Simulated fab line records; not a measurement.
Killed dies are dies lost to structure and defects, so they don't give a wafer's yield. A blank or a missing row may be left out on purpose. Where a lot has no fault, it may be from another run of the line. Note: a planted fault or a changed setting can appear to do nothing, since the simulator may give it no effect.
Problem report, 8D (eight disciplines) form, completed by code	flow gf180mcu	the parts of the form that need people (team, actions taken, sign-off) are left out

== 1. THE PROBLEM ==
At GF_M5_METAL_ETCH_10, biasW averages 196.4 W over 6 wafers from 2 lots, while fault-free wafers read 140.0 W, standard deviation 0.46. That is +99 or more standard deviations from the usual mean.
The step: etches the open film in Cl2/BCl3, stops on SiO2, target depth 750.8 nm, time 125.1 s.
The first sign was on wafer L255.1 at day 31 14:01, on rieMetal-02. Wafers with a number at this step in the record: 33, from 11 lots. Rule for "out", or "out of limits": more than 4 standard deviations from the usual mean. The other wafers with a number count as sound.

== 2. WHAT IT IS, WHAT IT ISN'T ==
question	is	is not
which readings at this step	biasW	drypumpMotorCurrentA, oesProductAu, throttleValvePct
which lots	L255, L258	L238, L239, L240, L243, L244, L245, L246, L252, L259
which wafers of those lots	all that have a number	-
read on which tools	rieMetal-02	rieMetal-03, rieMetal-04
when	from day 31 14:01	up to then (24 sound wafers); but 3 sound wafers of L259 came after

== 3. THE SUSPECTS, EACH WITH WHAT RULES IT OUT ==
Counting: any tool at a process step up to the reading is kept as a suspect provided that every lot that is out went through it and no sound lot did after the first of them.
- pvdSputter-02 at GF_MIM_SPUTTER_02 (material AlCu, target thk 450 nm, time 23.9 s): ruled out as a lasting fault. Sound lots L259 ran on it after its first lot that is out, L255 (day 30 01:50).
- rieMetal-02 at GF_M5_METAL_ETCH_10 (etches the open film in Cl2/BCl3, stops on SiO2, target depth 750.8 nm, time 125.1 s): kept. It ran every lot that is out, first L255 (day 31 14:01), and no sound lot after that; its last sound lot up to then is L244 (day 28 16:51). Out on those wafers are its own readings of biasW.
After counting, what remains is rieMetal-02 at GF_M5_METAL_ETCH_10.

== 4. THE CAUSE (what the simulator had put in) ==
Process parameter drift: rieMetal-02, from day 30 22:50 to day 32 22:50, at GF_M5_METAL_ETCH_10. A move of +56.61 in setting biasW, from 140. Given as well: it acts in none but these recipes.
The count eliminated every tool but this one.

== 5. SEQUENCE OF EFFECTS, ordered by route ==
Each row: a reading whose mean over the struck wafers that have a number lies more than 3 standard deviations from the usual. Only readings for which the record gives a usual standard deviation are gone through. hours: the time from each lot's start at the first step in this table that gives one to its start at this step, as a median over the lots. sigmas: the change in usual standard deviations.
hours	step	reading	usual	on struck wafers	change	sigmas
0	GF_M5_METAL_ETCH_10	biasW	140.0 W	196.4	+56.4	+99 or more
0	GF_M5_STRIP_11	stripTimeToEndpointS	7.04 s	6.68	-0.36	-10
It contains these process steps:
- GF_M5_METAL_ETCH_10: etches the open film in Cl2/BCl3, stops on SiO2, target depth 750.8 nm, time 125.1 s.
- GF_M5_STRIP_11: strips in O2/N2.
Later measuring or inspecting steps at which every struck wafer that the step has a row for has a number for every such reading, and none has moved that far: GF_V5_BOW_MEAS_05.

== 6. HOW IT WOULD HAVE BEEN CAUGHT EARLIER ==
The fault began at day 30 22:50; the first out-of-limits reading in this record came at day 31 14:01, 15 hours later.
